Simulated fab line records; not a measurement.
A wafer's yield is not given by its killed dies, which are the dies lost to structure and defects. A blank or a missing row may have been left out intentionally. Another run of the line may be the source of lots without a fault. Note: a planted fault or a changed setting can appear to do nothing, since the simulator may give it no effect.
Chamber matching -- flow gf180mcu -- GF_V5_CVD_02 on pecvd-04: 3 sister chambers
The step deposits SiO2 from TEOS, target thk 1450 nm, time 163.28 s. 14 wafers are shown with their chamber, then 7 later ones without.

== WAFERS PAIRED WITH THEIR CHAMBERS ==
wafer,chamber,heater_power_w (W)
L539.3,1,576
L539.5,0,577
L539.6,1,482
L543.2,1,543
L543.4,2,915
L543.5,1,584
L544.1,1,502
L544.2,2,719
L544.3,0,504
L554.1,0,547
L554.5,1,624
L554.6,2,723
L559.4,1,582
L559.5,2,704

SIGNATURES (averages over the wafers above)
reading,chamber 0,chamber 1,chamber 2,scatter within a chamber
heater_power_w,542.67,556.14,765.25,65.9
Rule: for each reading, subtract the chamber's mean from the wafer's reading, divide by that reading's scatter and square the result; add these up over the readings and take the root, which gives the wafer's distance from the chamber. If the next closest chamber is less than 2 further off than the closest, the wafer can't be placed; otherwise it belongs to the closest. The scatter: take each reading less its chamber's mean, square it, sum over the shown wafers, divide by the number of wafers less the number of chambers, and take the root.

== WAFERS WHOSE CHAMBER IS MISSING ==
wafer,heater_power_w (W)
L559.6,593
L561.3,511
L561.4,598
L561.5,490
L562.2,514
L562.4,559
L562.5,615

== CHAMBER TAKEN BY EACH ==
wafer,from the rows above,in truth
L559.6,can't be placed: 1 or 0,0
L561.3,can't be placed: 0 or 1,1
L561.4,can't be placed: 1 or 0 or 2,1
L561.5,can't be placed: 0 or 1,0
L562.2,can't be placed: 0 or 1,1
L562.4,can't be placed: 1 or 0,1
L562.5,can't be placed: 1 or 0 or 2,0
Placed correctly: 0 of 7. From these rows, 7 cannot be placed; in 7 the true chamber is one of the candidates. Placed wrongly: 0.
